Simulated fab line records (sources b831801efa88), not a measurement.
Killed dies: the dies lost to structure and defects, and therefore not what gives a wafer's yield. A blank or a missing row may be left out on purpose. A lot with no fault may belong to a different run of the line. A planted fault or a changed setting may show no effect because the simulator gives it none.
Split-lot study | flow sfq_line | 23 wafers read from 5 lots, route of 325 steps

## THE SPLIT
At SFQ_TRILAYER_I3_CMP_CMP_082 (polishes SiO2), the setting leave_above_ref_nm was moved away from the recipe's 200 nm on 11 of the 23 wafers read, by -5.8% to +5.9%. The other wafers ran this setting at the recipe's value.

## FROM THE SPLIT TO THE READING: what the file shows between them, 3 steps
- SFQ_TRILAYER_I3_METRO_MEASURE_083
- SFQ_TRILAYER_I3_VIA_LITHO_EXPOSE_086: exposes mask I3, target cd 500 nm (also split here: dose_mj)
- SFQ_TRILAYER_I3_VIA_BARC_OPEN_VIA_ETCH_121: etches BARC in O2, target depth 125 nm, time 41.7 s (also split here: pressure_mtorr)

## THE READING
oes_product_au, in a.u., at SFQ_TRILAYER_I3_VIA_ETCH_VIA_ETCH_088 (etches SiO2 in CHF3, stops on Nb, target depth 260 nm). A value of 0.855 a.u. with a standard deviation of 0.0057 a.u. is what fault-free wafers of this fab line usually give.

wafer  | tool, chamber at the split | leave_above_ref_nm as run, nm | against the recipe | oes_product_au, a.u. | against lot-mates on the recipe
L079.2 | cmp-02, 0                  | 211.8                         | +5.9%              | 0.875                | +0.021
L079.3 | cmp-02, 3                  | 211.8                         | +5.9%              | 0.877                | +0.023
L079.4 | cmp-02, 2                  | 200                           | recipe             | 0.860                | -
L079.5 | cmp-02, 3                  | 200                           | recipe             | 0.848                | -
L079.6 | cmp-02, 0                  | 211.8                         | +5.9%              | 0.875                | +0.021
L081.3 | cmp-02, 3                  | 200                           | recipe             | 0.859                | -
L081.5 | cmp-02, 3                  | 200                           | recipe             | 0.852                | -
L081.6 | cmp-02, 2                  | 200                           | recipe             | 0.862                | -
L083.1 | cmp-02, 1                  | 200                           | recipe             | 0.856                | -
L083.2 | cmp-02, 2                  | 188.5                         | -5.8%              | 0.828                | -0.027
L083.4 | cmp-02, 0                  | 200                           | recipe             | 0.853                | -
L083.5 | cmp-02, 0                  | 188.5                         | -5.8%              | 0.828                | -0.027
L083.6 | cmp-02, 1                  | 188.5                         | -5.8%              | 0.822                | -0.033
L084.1 | cmp-02, 2                  | 200                           | recipe             | 0.855                | -
L084.2 | cmp-02, 0                  | 206.8                         | +3.4%              | 0.868                | +0.013
L084.3 | cmp-02, 1                  | 200                           | recipe             | 0.856                | -
L084.4 | cmp-02, 3                  | 206.8                         | +3.4%              | 0.872                | +0.017
L084.6 | cmp-02, 1                  | 200                           | recipe             | 0.855                | -
L085.1 | cmp-01, 2                  | 208.8                         | +4.4%              | 0.878                | +0.029
L085.2 | cmp-01, 1                  | 200                           | recipe             | 0.857                | -
L085.3 | cmp-01, 3                  | 208.8                         | +4.4%              | 0.875                | +0.026
L085.4 | cmp-01, 0                  | 208.8                         | +4.4%              | 0.870                | +0.021
L085.5 | cmp-01, 0                  | 200                           | recipe             | 0.842                | -

THE FIT
A straight line over all 23 wafers: oes_product_au changes by +0.00439 a.u. for each +1% of leave_above_ref_nm; r = +0.96; the points scatter about the line by 0.0048 a.u.
The same after taking each lot's own level away (the mean of its wafers on the recipe; 23 wafers): +0.00461 a.u. for each +1%; r = +0.96; scatter 0.0047 a.u.
The reading moves by 0.027 a.u. for the largest change in leave_above_ref_nm, on that fit.
The lots' own levels span 0.8495 to 0.8577 a.u., that is 1.4 times the standard deviation above.
The two slopes agree, so the slope changes little with the lot-to-lot level.
Check: +0.0276 a.u. against its lot-mates is what the line predicts for one of the wafers moved furthest among these (+5.9%) when that wafer is left out of the fit. Against them it came out at +0.021 a.u.

## THE OTHER SPLITS THESE WAFERS WENT THROUGH
Note: prior to the reading, these wafers also went through further splits. Each is held against what the fit with the lots' levels taken away leaves over:
other split on the same wafers                            | wafers away from the commonest value | r with oes_product_au (lot level and that fit taken away)
SFQ_TRILAYER_I1_VIA_LITHO_COAT_049 resist_thk_nm          | 11                                   | +0.26
SFQ_TRILAYER_M2_LITHO_COAT_062 spin_rpm                   | 5                                    | +0.18
SFQ_TRILAYER_M2_BARC_OPEN_METAL_ETCH_077 time_s           | 9                                    | +0.20
SFQ_TRILAYER_I2_VIA_LITHO_COAT_067 resist_thk_nm          | 5                                    | +0.41
SFQ_TRILAYER_I2_VIA_ETCH_VIA_ETCH_070 source_w            | 5                                    | -0.07
SFQ_TRILAYER_I3_VIA_LITHO_EXPOSE_086 dose_mj              | 7                                    | -0.03
SFQ_TRILAYER_I3_VIA_BARC_OPEN_VIA_ETCH_121 pressure_mtorr | 18                                   | -0.10

## THE WHOLE CHAIN: every reading that the file lists as answering this split, in the file's order
step                                  | what it does                                          | reading                                                                                   | change (the file's fit)                   | r (the file's)
SFQ_TRILAYER_I3_CMP_CMP_082           | polishes SiO2                                         | SiO2_of_TRILAYER_I3_DEP_PECVD_081.thk_nm (the simulator's own value, which no gauge read) | +1.84 nm for each +1% of the setting      | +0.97
SFQ_TRILAYER_I3_METRO_MEASURE_083     |                                                       | thk_nm                                                                                    | +1.85 nm for each +1% of the setting      | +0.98
SFQ_TRILAYER_I3_VIA_ETCH_VIA_ETCH_088 | etches SiO2 in CHF3, stops on Nb, target depth 260 nm | oes_product_au                                                                            | +0.00454 a.u. for each +1% of the setting | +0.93
SFQ_TRILAYER_I3_VIA_ETCH_VIA_ETCH_088 | etches SiO2 in CHF3, stops on Nb, target depth 260 nm | I3.feature_depth_nm (the simulator's own value, which no gauge read)                      | +1.84 nm for each +1% of the setting      | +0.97

## THE FILE'S OWN FIT
oes_product_au changes by +0.00454 a.u. for each +1% of leave_above_ref_nm, r = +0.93.
